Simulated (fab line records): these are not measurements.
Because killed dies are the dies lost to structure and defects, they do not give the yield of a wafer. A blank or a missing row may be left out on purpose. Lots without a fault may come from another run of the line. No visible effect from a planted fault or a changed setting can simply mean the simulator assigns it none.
Chamber matching + flow sky130 + SKY_VIA3_CMP_02 on cmp-02 has 3 sister chambers
The step polishes SiO2. 16 wafers are shown with their chamber, then 5 later ones without.

WAFERS PAIRED WITH THEIR CHAMBERS
| wafer  | chamber | motor_current_A (A) |
|--------|---------|---------------------|
| L278.1 | 1       | 11.0                |
| L278.4 | 2       | 12.4                |
| L278.5 | 2       | 12.1                |
| L288.1 | 2       | 11.3                |
| L288.3 | 1       | 11.7                |
| L288.4 | 3       | 12.5                |
| L290.3 | 1       | 11.4                |
| L290.4 | 3       | 12.5                |
| L290.6 | 2       | 11.8                |
| L292.1 | 2       | 11.5                |
| L292.4 | 3       | 12.2                |
| L292.5 | 1       | 11.5                |
| L291.1 | 1       | 11.7                |
| L291.2 | 3       | 12.3                |
| L291.5 | 2       | 11.5                |
| L294.1 | 2       | 12.4                |

SIGNATURES (averages over the wafers above)
| reading         | chamber 1 | chamber 2 | chamber 3 | scatter within a chamber |
|-----------------|-----------|-----------|-----------|--------------------------|
| motor_current_A | 11.460    | 11.857    | 12.375    | 0.353                    |
Rule: for each reading, subtract the chamber's mean from the wafer's reading, divide by that reading's scatter and square the result; add these up over the readings and take the root, which gives the wafer's distance from the chamber. The wafer belongs to the nearest chamber; if the next one is less than 2 further off, it can't be placed. The scatter: take each reading less its chamber's mean, square it, sum over the shown wafers, divide by the number of wafers less the number of chambers, and take the root.

WAFERS WHOSE CHAMBER IS MISSING
| wafer  | motor_current_A (A) |
|--------|---------------------|
| L294.3 | 12.3                |
| L294.4 | 11.2                |
| L296.1 | 12.1                |
| L297.1 | 11.9                |
| L297.5 | 11.1                |

WHICH CHAMBER EACH ONE RAN IN
| wafer  | from the rows above          | in truth |
|--------|------------------------------|----------|
| L294.3 | can't be placed: 3 or 2      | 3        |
| L294.4 | can't be placed: 1 or 2      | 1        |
| L296.1 | can't be placed: 2 or 3 or 1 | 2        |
| L297.1 | can't be placed: 2 or 1 or 3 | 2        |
| L297.5 | can't be placed: 1 or 2      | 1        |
Correctly placed: 0 of 5. Can't be placed from these rows: 5 (the true chamber is among the candidates in 5). Wrongly placed: 0.
